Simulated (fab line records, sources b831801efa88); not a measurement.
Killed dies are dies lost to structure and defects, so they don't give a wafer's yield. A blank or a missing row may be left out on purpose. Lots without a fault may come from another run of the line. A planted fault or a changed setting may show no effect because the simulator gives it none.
A struck lot beside a sound one | flow gf180mcu | 31 steps out of a route of 602
Sound: wafers L827.1, L827.2, L827.4. Struck: wafer L817.1. (L817.2, L817.4 of the same lot were not struck and are left out.) The cause comes at the end.
At each step with rows: each side's tool, then ch and its chambers, then its first start. Under that, the readings that differ: sound wafers | struck wafers | difference of the means | sigmas: that difference in standard deviations of wafers without a fault.
alike: readings whose means differ by less than 2 such deviations, and words and numbers that are the same on both sides. not compared: withheld readings, readings that some wafer has no value for, bounds like >300 that may hide the same value, and numbers for which the record gives no deviation and whose values overlap.
The two part at a step that has a row with sigmas, a row that says differs or no value, or rows on one side only. Numbers that don't overlap but have no deviation are shown without sigmas and don't part them. A reading that every wafer of one side lacks parts them only if that side has two wafers or more.

first, 9 steps without rows for these wafers: GF_M2_SOFTBAKE_10 (time 60 s); GF_M2_EXPOSE_11 (exposes mask Metal2, target cd 280 nm); GF_M2_PEB_12 (peb time 90 s); GF_M2_DEVELOP_13 (develop time 60 s); GF_M2_METAL_ETCH_16 (etches the open film in Cl2/BCl3, stops on SiO2, target depth 627.5 nm, time 104.6 s); GF_M2_STRIP_17 (strips in O2/N2); GF_M2_STRIP_18 (strips in post etch residue remover, time 1200 s); GF_M2_CLEAN_19 (cleans in DIW); GF_V2_CVD_00 (deposits SiO2, target thk 600 nm, time 100 s).
GF_V2_CVD_02: deposits SiO2 from TEOS, target thk 850 nm, time 94.851 s.
  sound on pecvd-02 ch 0,2, day 26 00:57; struck on pecvd-02 ch 1, day 22 06:54
  reading                             | sound           | struck | difference | sigmas
  model.SiO2_of_V2_CVD_02.thk_nm (nm) | 834 838.6 842.5 | 261.7  | -576.7     |
  alike: heater_power_w
GF_V2_THK_MEAS_03:
  sound on film_metro-01, day 26 01:01; struck on film_metro-04, day 22 07:11
  reading            | sound       | struck | difference | sigmas
  V2_CVD_02_THK (nm) | 834 839 843 | 262    | -577       | -52
  not compared: hold
GF_V2_CMP_04: polishes SiO2.
  sound on cmp-01 ch 0,2,3, day 26 01:05; struck on cmp-01 ch 2, day 22 15:37
  reading                | sound    | struck                   | difference                   | sigmas
  hold                   | - - -    | await_dispo/7.8h/release | no value on the sound wafers |
  time_to_endpoint_s (s) | 73 77 81 | 7                        | -70                          | -14
  alike: edge_zone_pressure_frac, motor_current_A, retaining_ring_pressure_frac
GF_V2_BOW_MEAS_05:
  sound on film_metro-02, day 26 01:23; struck on film_metro-01, day 22 16:14
  not compared: hold, V2_BOW
then, 8 steps without rows for these wafers: GF_V2_HMDS_07 (prime time 60 s); GF_V2_COAT_08; GF_V2_COAT_09 (resist thk 1000 nm); GF_V2_SOFTBAKE_10 (time 60 s); GF_V2_EXPOSE_11 (exposes mask Via2, target cd 260 nm); GF_V2_PEB_12 (peb time 90 s); GF_V2_DEVELOP_13 (develop time 60 s); GF_V2_ETCH_16 (etches BARC in N2/H2).
GF_V2_ETCH_17: etches SiO2 in C4F8/O2/Ar, stops on TiN, target depth 630 nm.
  sound on rie_diel-04 ch 1,2; struck on rie_diel-04 ch 2
  reading                        | sound             | struck | difference | sigmas
  oes_product_au (a.u.)          | 0.855 0.866 0.856 | 0.584  | -0.275     | -60
  model.V2.feature_depth_nm (nm) | 632.2 632.2 632.5 | 261.7  | -370.6     |
  model.etch.depth_nm (nm)       | 632.2 632.2 632.5 | 261.7  | -370.6     |
then, 6 steps without rows for these wafers: GF_V2_STRIP_18 (strips in O2/N2); GF_V2_STRIP_19 (strips in post etch residue remover, time 1200 s); GF_V2_CLEAN_20 (cleans in DIW); GF_V2_SPUTTER_21 (material Ti, target thk 15 nm, time 80.02 s); GF_V2_SPUTTER_22 (material TiN, target thk 10 nm, time 40 s); GF_V2_CVD_23 (deposits W, target thk 350 nm, time 104.94 s).
GF_V2_CMP_26: polishes, stops on SiO2, t overpolish 15 s, target thk 0 nm.
  sound on cmp-02 ch 0,1,3, day 27 00:15; struck on cmp-01 ch 1, day 23 07:41
  reading                             | sound             | struck | difference | sigmas
  edge_zone_pressure_frac             | 0.999 1.002 1.004 | 0.990  | -0.012     | -2
  model.SiO2_of_V2_CVD_02.thk_nm (nm) | 628.4 628.4 628.7 | 257.9  | -370.6     |
  alike: motor_current_A, overpolish_run_s, retaining_ring_pressure_frac, time_to_endpoint_s
then, 1 step without rows for these wafers: GF_M3_SPUTTER_00 (material Ti, target thk 37.5 nm, time 150 s).
-- the record jumps here: 8 days lie between the struck wafers' starts before and after (it left off in module M3 and takes up again in module PASSIVATION, whose first step shown is number 602 of the route) --
GF_PASSIVATION_PROBE_99:
  sound on prober-01, day 34 05:52; struck on prober-02, day 31 09:44
  reading                               | sound               | struck | difference | sigmas
  model.etest.met3_comb.leak_log10_a_um | -11.8 -12.01 -12.16 | -7.126 | +4.864     |
  model.etest.via2_chain.rc_ohm         | 6.205 6.223 6.532   | 5.521  | -0.799     |

WHERE THEY PART
First at GF_V2_THK_MEAS_03; last, within this record, at GF_V2_CMP_26.

WHY: what the simulator had put in
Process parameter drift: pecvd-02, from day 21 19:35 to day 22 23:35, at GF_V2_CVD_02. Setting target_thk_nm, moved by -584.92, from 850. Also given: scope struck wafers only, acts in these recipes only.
